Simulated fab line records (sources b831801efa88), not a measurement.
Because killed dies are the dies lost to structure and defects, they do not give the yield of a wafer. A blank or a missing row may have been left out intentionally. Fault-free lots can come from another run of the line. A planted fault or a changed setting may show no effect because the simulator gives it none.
The tool behind it: which one?    flow gf180mcu    15 lots, 42 wafers sampled, at 3 steps of a route of 602

## WHAT EACH GAUGE READ, for each wafer
GF_HV_LDD_CD_MEAS_07 targets a cd of 400 nm. Usual: cdNm at 400.2 nm, with a standard deviation of 2.4.
lot   measured      on        cdNm (nm)          flag
L888  day 9 20:20   cdSem-01  402.2 401.1 402.1  
L889  day 10 01:43  cdSem-01  402.7 400.6 400.3  
L890  day 10 13:00  cdSem-01  399.5 401.7 398.1  
L891  day 10 23:19  cdSem-02  404.0 401.7 403.3  
L892  day 11 04:20  cdSem-01  396.5 398.0 396.8  
L893  day 11 10:48  cdSem-01  398.9 400.0 398.8  
L894  day 11 19:40  cdSem-02  400.8 402.7 402.8  
L895  day 12 02:47  cdSem-01  393.8 395.3 392.9  
L896  day 12 18:46  cdSem-02  399.1 399.5 399.0  
L897  day 13 11:58  cdSem-01  403.4 403.8 402.4  
L904  day 15 00:05  cdSem-02  400.1 401.7        
L905  day 15 05:44  cdSem-02  402.5 398.0        
L907  day 15 20:16  cdSem-01  400.7 401.5        
L910  day 16 23:02  cdSem-02  400.0 401.0 402.7  
L911  day 17 05:34  cdSem-02  404.8 405.1 403.6  

GF_HV_LDD_CD_MEAS_31 targets a cd of 400 nm. Usual: cdNm at 400.0 nm, with a standard deviation of 2.3.
lot   measured      on        cdNm (nm)          flag
L888  day 11 09:07  cdSem-02  399.7 400.8 399.6  
L889  day 11 13:37  cdSem-01  402.7 403.6 401.6  
L890  day 12 02:42  cdSem-02  402.4 402.4 401.3  
L891  day 12 13:45  cdSem-01  401.9 399.7 400.3  
L892  day 12 17:32  cdSem-02  399.3 399.3 400.0  
L893  day 13 02:37  cdSem-01  401.4 402.9 400.8  
L894  day 13 12:29  cdSem-02  400.3 400.8 400.6  
L895  day 13 19:38  cdSem-02  399.9 398.2 399.7  
L896  day 14 12:32  cdSem-02  405.1 405.2 406.6  
L897  day 15 06:43  cdSem-01  396.9 397.6 398.6  
L904  day 16 19:55  cdSem-01  399.2 397.9        
L905  day 17 02:13  cdSem-02  400.5 397.0        
L907  day 17 18:12  cdSem-01  397.4 397.6        
L910  day 18 22:52  cdSem-01  402.5 402.3 401.4  
L911  day 19 05:13  cdSem-02  401.0 400.0 400.2  

GF_NSD_OVL_MEAS_08. Usual: NSD_OVL gives 0.4 nm (standard deviation 1.6).
lot   measured      on          NSD_OVL (nm)    flag
L888  day 13 04:54  overlay-02  -0.4 0.1 1.7    
L889  day 13 09:20  overlay-02  1.8 1.4 0.8     
L890  day 13 22:14  overlay-02  -2.0 -1.3 -1.4  
L891  day 14 10:53  overlay-02  -0.9 -1.0 -1.6  
L892  day 14 14:44  overlay-02  2.1 -0.5 2.2    
L893  day 14 23:50  overlay-01  -3.3 -0.8 -0.9  
L894  day 15 10:04  overlay-01  0.4 1.2 1.0     
L895  day 15 18:43  overlay-02  3.6 1.0 2.1     
L896  day 16 11:05  overlay-02  1.9 4.5 1.6     
L897  day 17 06:58  overlay-02  -0.3 -0.4 1.1   
L904  day 18 23:05  overlay-01  1.4 1.0         
L905  day 19 05:35  overlay-01  -0.8 0.6        
L907  day 19 21:44  overlay-02  -1.8 2.6        
L910  day 21 04:05  overlay-02  2.5 1.8 1.7     
L911  day 21 09:02  overlay-02  1.2 2.7 0.1     

## WHAT TOOL EACH LOT RAN ON (gives the tool, then ch and the chambers of the sampled wafers, and finally the start)
No process step before these readings appears in the record.

## AS READ BY THE TOOLS THEMSELVES (means over the sampled wafers that have a number; for cases with no such wafer, the mark the record gives instead)
The record holds no such reading with a usual standard deviation.

## THE ANSWER, worked out from the rows above alone
Rule: a lot counts as off when the mean over its wafers that have a number is more than 3 standard deviations away from the usual mean. A lot without any number at a reading at which 4 lots or more have one is off too. All remaining lots with rows at the step are treated as sound. After the gauges, taken in route order, come the tools' own readings; for these a lot's mean is taken, as printed above. The first step at which some lot is off is used, and at that step the reading that is off furthest; a lot without a number counts as furthest.
Across all readings shown, no lot is off: no conclusion can be drawn from this.

## WHAT HAD BEEN PUT IN BY THE SIMULATOR
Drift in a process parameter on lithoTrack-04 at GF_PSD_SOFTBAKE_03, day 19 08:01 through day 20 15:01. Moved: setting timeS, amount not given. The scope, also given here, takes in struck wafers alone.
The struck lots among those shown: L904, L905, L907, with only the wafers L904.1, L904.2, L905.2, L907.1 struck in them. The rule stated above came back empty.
